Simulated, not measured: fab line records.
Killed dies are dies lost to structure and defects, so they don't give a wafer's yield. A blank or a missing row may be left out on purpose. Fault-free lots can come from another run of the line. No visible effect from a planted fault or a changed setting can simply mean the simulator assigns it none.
Which of the tools did it? -- flow sky130 -- Sampling: 6 lots, 18 wafers, 2 of 708 route steps

WHAT EACH GAUGE READ, for each wafer
SKY_NWELL_RS_MEAS_29: uses a four-point probe to measure.
lot,measured,on,NWELL_RS (ohm/sq)
L486,day 5 13:34,film metro-04,619.0 617.5 619.2
L490,day 6 12:57,film metro-02,619.4 620.3 621.0
L495,day 8 03:47,film metro-03,616.7 619.3 618.5
L503,day 10 01:56,film metro-03,614.5 616.1 615.2
L505,day 10 08:11,film metro-03,614.9 613.5 614.8
L508,day 11 12:08,film metro-02,618.3 618.2 618.3

WHAT TOOL EACH LOT RAN ON (gives the tool, then ch and the chambers of the sampled wafers, and finally the start)
lot,SKY_NWELL_IMPLANT_12
L486,"implanter-04 ch 0, day 4 19:28"
L490,"implanter-04 ch 0, day 5 19:26"
L495,"implanter-04 ch 0, day 7 07:50"
L503,"implanter-01 ch 0, day 9 03:55"
L505,"implanter-01 ch 0, day 9 09:17"
L508,"implanter-03 ch 0, day 10 12:35"
- SKY_NWELL_IMPLANT_12

THE ANSWER, worked out from the rows above alone
Rule: the usual values come from the lots themselves. Put in order of their means at a reading, lots are off if they are a third of the lots or fewer, leave a main group of 4 or more, and stand apart from it by a gap of 3 or more times the standard deviation of the main group's means; of several such gaps the widest counts. If all means in a main group match to the digits the tables above print for the reading, that group is not used. A lot without any number at a reading at which 4 lots or more have one is off too. Where the step has rows for the other lots, those lots are counted as sound.
Off: L503, L505, at SKY_NWELL_RS_MEAS_29 (NWELL_RS). The main group: mean 618.8 ohm/sq, standard deviation 0.84.
If a tool, at a process step before that reading, ran all the lots that are off and no sound lot after the first of them, it fits. The gauges at SKY_NWELL_RS_MEAS_29 are tried like those tools. Undecided on this evidence; 2 tools fit (implanter-01 at SKY_NWELL_IMPLANT_12, film metro-03 at SKY_NWELL_RS_MEAS_29).

WHAT WAS PUT IN BY THE SIMULATOR
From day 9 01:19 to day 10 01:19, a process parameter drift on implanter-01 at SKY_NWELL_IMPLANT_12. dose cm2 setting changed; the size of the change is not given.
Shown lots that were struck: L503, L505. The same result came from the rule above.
